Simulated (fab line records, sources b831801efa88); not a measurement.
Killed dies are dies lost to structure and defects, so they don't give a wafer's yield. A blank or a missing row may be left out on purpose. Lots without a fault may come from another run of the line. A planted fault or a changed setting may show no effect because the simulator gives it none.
Problem report in the 8D (eight disciplines) form, filled by code | flow gf180mcu | the parts of the form that need people (team, actions taken, sign-off) are left out

1. THE PROBLEM
NSD_RS at GF_PSD_RS_MEAS_14 reads a mean of 49.17 ohm/sq on 6 wafers of 2 lots; wafers without a fault read 46.10 ohm/sq with a standard deviation of 0.095. That is +32 standard deviations from the usual mean.
The step: measures by four-point-probe.
First seen on wafer L701.2, day 18 00:08, on film_metro-02. The record holds 36 wafers of 12 lots with a number at this step. Rule for "out", or "out of limits": more than 4 standard deviations from the usual mean. The other wafers with a number count as sound.

2. WHAT IT IS AND WHAT IT IS NOT
question                    | is                           | is not
which readings at this step | NSD_RS                       | -
which lots                  | L701, L704                   | L690, L691, L694, L695, L697, L707, L708, L711, L712, L713
which wafers of those lots  | all that have a number       | -
read on which gauges        | film_metro-01, film_metro-02 | film_metro-03
when                        | from day 18 00:08            | up to then (15 sound wafers); but 15 sound wafers of L707, L708, L711, L712, L713 came after

3. SUSPECTS, AND WHAT RULES EACH OUT
Counting: a tool at a process step up to the reading stays a suspect if it ran every lot that is out and no sound lot after the first of them.
- the gauge at GF_PSD_RS_MEAS_14: ruled out. The wafers that are out were read on 2 gauges (film_metro-01, film_metro-02).
- implanter-03 at GF_NSD_IMPLANT_10: ruled out as a lasting fault. Sound lots L713 ran on it after its first lot that is out, L701 (day 17 00:58).
Left after counting: nothing in the record.

4. THE CAUSE (what the simulator had put in)
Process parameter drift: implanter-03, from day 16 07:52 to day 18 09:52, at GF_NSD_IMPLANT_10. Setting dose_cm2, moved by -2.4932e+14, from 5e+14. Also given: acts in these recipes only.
Counting ruled it out, wrongly: the rule takes a fault to strike every lot that its tool runs from its start on, and this one did not.

5. THE CHAIN OF EFFECTS, in route order
Each row: a reading whose mean over the struck wafers that have a number lies more than 3 standard deviations from the usual. Only readings for which the record gives a usual standard deviation are gone through. hours: the time from each lot's start at the first step in this table that gives one to its start at this step, as a median over the lots. sigmas: the change in usual standard deviations.
hours | step              | reading                   | usual        | on struck wafers | change     | sigmas
0     | GF_NSD_IMPLANT_10 | dose_ions_cm2             | 5.001e+14    | 2.514e+14        | -2.487e+14 | -99 or more
0     | GF_NSD_IMPLANT_10 | end_station_pressure_torr | 7.2e-06 Torr | 6.0e-06          | -1.2e-06   | -3.3
0     | GF_NSD_IMPLANT_10 | faraday_current_uA        | 2795         | 1399             | -1396      | -26
0     | GF_NSD_STRIP_11   | strip_time_to_endpoint_s  | 22.98 s      | 22.74            | -0.24      | -6.4
24    | GF_PSD_RS_MEAS_14 | NSD_RS                    | 46.10 ohm/sq | 49.17            | +3.07      | +32
The process steps in it:
- GF_NSD_IMPLANT_10
- GF_NSD_STRIP_11: strips in O2/N2.

6. WHAT WOULD HAVE CAUGHT IT SOONER
In this record the first reading out of limits at a measuring or inspecting step was taken at day 18 00:08, 40 hours after the fault began at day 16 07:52.
The tool's own readings at GF_NSD_IMPLANT_10 were out on every struck wafer that the step has a row for (dose_ions_cm2, faraday_current_uA): an alarm limit on them would have fired on the first of those.
